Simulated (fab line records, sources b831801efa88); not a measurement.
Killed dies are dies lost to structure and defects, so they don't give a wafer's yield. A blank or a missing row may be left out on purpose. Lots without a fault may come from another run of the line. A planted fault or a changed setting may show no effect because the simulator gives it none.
Which tool did it? | flow gf180mcu | 14 lots, 42 wafers sampled, at 4 steps of a route of 602

WHAT THE GAUGES READ, wafer by wafer
GF_TOP_METAL_CD_MEAS_14: target cd 440 nm.
lot  | measured     | on        | cd_nm (nm)
L208 | day 28 12:09 | cd_sem-01 | 437.6 440.3 440.7
L209 | day 29 00:46 | cd_sem-02 | 437.6 438.7 441.4
L210 | day 29 06:21 | cd_sem-01 | 437.3 438.7 443.9
L211 | day 29 14:58 | cd_sem-02 | 442.7 441.3 440.0
L212 | day 29 23:49 | cd_sem-01 | 437.9 440.5 438.6
L219 | day 32 03:29 | cd_sem-02 | 440.3 442.6 442.5
L221 | day 32 16:38 | cd_sem-01 | 441.2 442.9 441.0
L222 | day 32 20:41 | cd_sem-02 | 440.2 442.3 440.8
L223 | day 32 22:05 | cd_sem-01 | 439.2 437.1 437.4
L224 | day 33 06:32 | cd_sem-02 | 441.6 440.9 438.3
L225 | day 33 07:49 | cd_sem-02 | 437.0 438.2 440.0
L226 | day 33 18:41 | cd_sem-01 | 439.1 443.2 440.7
L228 | day 34 00:36 | cd_sem-02 | 438.1 438.9 438.2
L229 | day 34 04:45 | cd_sem-02 | 438.1 440.1 438.6

GF_PASSIVATION_THK_MEAS_03.
lot  | measured     | on            | PASSIVATION_CVD_02_THK (nm)
L208 | day 28 13:26 | film_metro-01 | 690 704 701
L209 | day 29 02:05 | film_metro-03 | 695 707 716
L210 | day 29 07:40 | film_metro-04 | 690 699 698
L211 | day 29 16:15 | film_metro-03 | 703 694 715
L212 | day 30 01:06 | film_metro-04 | 703 695 692
L219 | day 32 04:46 | film_metro-03 | 698 708 709
L221 | day 32 18:00 | film_metro-01 | 695 687 702
L222 | day 32 22:03 | film_metro-04 | 703 707 715
L223 | day 32 23:47 | film_metro-01 | 683 700 694
L224 | day 33 07:56 | film_metro-03 | 689 691 704
L225 | day 33 09:32 | film_metro-03 | 689 694 696
L226 | day 33 20:31 | film_metro-03 | 687 698 702
L228 | day 34 01:53 | film_metro-03 | 689 701 707
L229 | day 34 06:05 | film_metro-03 | 697 713 699

WHICH TOOL RAN EACH LOT (tool, then ch and the chambers of the sampled wafers, then the start)
lot  | GF_POLY_GATE_ETCH_12               | GF_V5_CMP_26
L208 | rie_diel-03 ch 0,2,3, day 9 17:41  | cmp-02 ch 1,2,3, day 27 15:55
L209 | rie_diel-03 ch 0,1, day 10 01:31   | cmp-01 ch 0,3, day 28 04:32
L210 | rie_diel-03 ch 0,1, day 10 09:44   | cmp-02 ch 1,2, day 28 10:49
L211 | rie_diel-03 ch 1,2,3, day 10 17:14 | cmp-01 ch 0,1,3, day 28 19:31
L212 | rie_diel-01 ch 0,1,2, day 11 00:34 | cmp-01 ch 1,2,3, day 29 04:25
L219 | rie_diel-01 ch 0,1,3, day 13 07:38 | cmp-02 ch 1,2,3, day 31 10:16
L221 | rie_diel-04 ch 0,1,3, day 14 01:10 | cmp-02 ch 0,2, day 32 00:04
L222 | rie_diel-01 ch 1,2, day 14 02:28   | cmp-02 ch 0,2,3, day 32 03:56
L223 | rie_diel-01 ch 0,1,2, day 14 04:50 | cmp-02 ch 1,2, day 32 05:13
L224 | rie_diel-04 ch 2,3, day 14 15:49   | cmp-01 ch 0,2,3, day 32 13:47
L225 | rie_diel-03 ch 1,2,3, day 14 19:40 | cmp-01 ch 0,1,2, day 32 15:19
L226 | rie_diel-01 ch 0,3, day 15 11:10   | cmp-02 ch 0,1, day 33 02:53
L228 | rie_diel-03 ch 2,3, day 15 18:32   | cmp-02 ch 0,1,2, day 33 08:40
L229 | rie_diel-03 ch 0,2, day 16 02:31   | cmp-02 ch 0,1,3, day 33 13:06
- GF_POLY_GATE_ETCH_12: etches BARC in N2/H2.
- GF_V5_CMP_26: polishes, stops on SiO2, t overpolish 15 s, target thk 0 nm.

WHAT THE TOOLS THEMSELVES READ (means of the sampled wafers that have a number; where no wafer has one, the mark that the record gives instead)
GF_POLY_GATE_ETCH_12.
lot  | tool        | drypump_motor_current_A (A) | oes_product_au (a.u.) | throttle_valve_pct (%)
L208 | rie_diel-03 | 5.8                         | 0.740                 | 13.220
L209 | rie_diel-03 | 6.0                         | 0.735                 | 13.206
L210 | rie_diel-03 | 6.0                         | 0.741                 | 13.219
L211 | rie_diel-03 | 5.7                         | 0.735                 | 13.223
L212 | rie_diel-01 | 5.9                         | 0.739                 | 13.217
L219 | rie_diel-01 | 5.5                         | 0.737                 | 13.220
L221 | rie_diel-04 | 5.8                         | 0.738                 | 13.218
L222 | rie_diel-01 | 6.3                         | 0.738                 | 13.215
L223 | rie_diel-01 | 5.9                         | 0.736                 | 13.217
L224 | rie_diel-04 | 5.8                         | 0.732                 | 13.215
L225 | rie_diel-03 | 5.8                         | 0.734                 | 13.218
L226 | rie_diel-01 | 5.4                         | 0.735                 | 13.211
L228 | rie_diel-03 | 5.8                         | 0.736                 | 13.209
L229 | rie_diel-03 | 6.0                         | 0.735                 | 13.221

GF_V5_CMP_26.
lot  | tool   | head_pressure_psi (psi) | motor_current_A (A) | overpolish_run_s (s) | time_to_endpoint_s (s)
L208 | cmp-02 | 3.500                   | 12.6                | 14.996               | 85
L209 | cmp-01 | 3.501                   | 10.4                | 15.001               | 86
L210 | cmp-02 | 3.503                   | 12.0                | 15.006               | 82
L211 | cmp-01 | 3.505                   | 11.0                | 14.995               | 90
L212 | cmp-01 | 3.503                   | 10.8                | 14.998               | 86
L219 | cmp-02 | 3.497                   | 12.1                | 15.005               | 86
L221 | cmp-02 | 3.499                   | 12.2                | 15.005               | 85
L222 | cmp-02 | 3.508                   | 12.8                | 15.006               | 85
L223 | cmp-02 | 3.499                   | 12.1                | 14.993               | 87
L224 | cmp-01 | 3.499                   | 10.8                | 15.002               | 85
L225 | cmp-01 | 3.499                   | 10.6                | 15.001               | 82
L226 | cmp-02 | 3.500                   | 12.0                | 14.998               | 83
L228 | cmp-02 | 3.495                   | 11.9                | 15.000               | 84
L229 | cmp-02 | 3.498                   | 12.2                | 14.999               | 81

THE ANSWER, worked out from the rows above alone
Rule: what is usual is taken from the lots themselves. Put in order of their means at a reading, lots are off if they are a third of the lots or fewer, leave a main group of 4 or more, and stand apart from it by a gap of 3 or more times the standard deviation of the main group's means; of several such gaps the widest counts. A main group whose means are all the same, to the digits that the tables above print for the reading, isn't used. A lot without any number at a reading at which 4 lots or more have one is off too. The other lots that the step has rows for count as sound. The gauges are gone through in route order, then the tools' own readings, and for those a lot's mean is taken as printed above. The first step at which some lot is off is used, and at that step the reading that is off furthest; a lot without a number counts as furthest.
No lot is off at any reading shown: from this, nothing can be told.

WHAT THE SIMULATOR HAD PUT IN
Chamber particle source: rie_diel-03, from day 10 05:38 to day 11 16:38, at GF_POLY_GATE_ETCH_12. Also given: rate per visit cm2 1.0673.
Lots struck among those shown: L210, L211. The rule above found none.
